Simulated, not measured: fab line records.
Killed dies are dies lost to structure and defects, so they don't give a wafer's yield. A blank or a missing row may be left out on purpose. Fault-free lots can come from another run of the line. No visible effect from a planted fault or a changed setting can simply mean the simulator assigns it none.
Chamber matching :: flow sky130 :: cmp-02 running SKY_VIA4_CMP_21: 4 sister chambers
The step polishes, stops on SiO2, t overpolish 25 s, target thk 0 nm. 4 wafers are shown with their chamber, then 11 later ones without.

WAFERS WITH THEIR CHAMBER
wafer: L083.5
chamber: 1
motor_current_A (A): 9.7

wafer: L090.2
chamber: 2
motor_current_A (A): 12.2

wafer: L090.5
chamber: 3
motor_current_A (A): 12.7

wafer: L091.2
chamber: 0
motor_current_A (A): 11.0

WAFERS WITHOUT THEIR CHAMBER
wafer: L091.3
motor_current_A (A): 12.4

wafer: L091.5
motor_current_A (A): 12.4

wafer: L092.3
motor_current_A (A): 11.8

wafer: L092.5
motor_current_A (A): 11.7

wafer: L092.6
motor_current_A (A): 11.9

wafer: L093.1
motor_current_A (A): 12.2

wafer: L093.3
motor_current_A (A): 12.2

wafer: L093.6
motor_current_A (A): 10.6

wafer: L097.2
motor_current_A (A): 9.7

wafer: L097.4
motor_current_A (A): 12.2

wafer: L097.6
motor_current_A (A): 11.9

THE CHAMBER EACH PASSED THROUGH
wafer: L091.3
from the rows above: can't be placed: 2 or 3
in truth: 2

wafer: L091.5
from the rows above: can't be placed: 2 or 3
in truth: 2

wafer: L092.3
from the rows above: can't be placed: 2 or 0 or 3
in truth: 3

wafer: L092.5
from the rows above: can't be placed: 2 or 0 or 3
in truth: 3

wafer: L092.6
from the rows above: can't be placed: 2 or 3
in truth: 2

wafer: L093.1
from the rows above: can't be placed: 2 or 3
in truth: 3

wafer: L093.3
from the rows above: can't be placed: 2 or 3
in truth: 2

wafer: L093.6
from the rows above: can't be placed: 0 or 1
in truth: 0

wafer: L097.2
from the rows above: 1
in truth: 1

wafer: L097.4
from the rows above: can't be placed: 2 or 3
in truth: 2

wafer: L097.6
from the rows above: can't be placed: 2 or 3
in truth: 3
1 of 11 placed correctly. Unplaceable from these rows: 10, with the true chamber sitting among the candidates in 10. Placed wrongly: 0.
How it was worked out, from the rows above alone: a wafer's distance from a chamber is the root of the sum, over the readings, of the square of ((its reading less the chamber's mean) divided by the reading's scatter). If the next closest chamber is less than 2 further off than the closest, the wafer can't be placed; otherwise it belongs to the closest. The mean given for a chamber averages the wafers shown for that chamber. The scatter (one wafer shown for each chamber): square how far every hidden wafer sits from the nearest shown wafer, average those squares and take the square root.
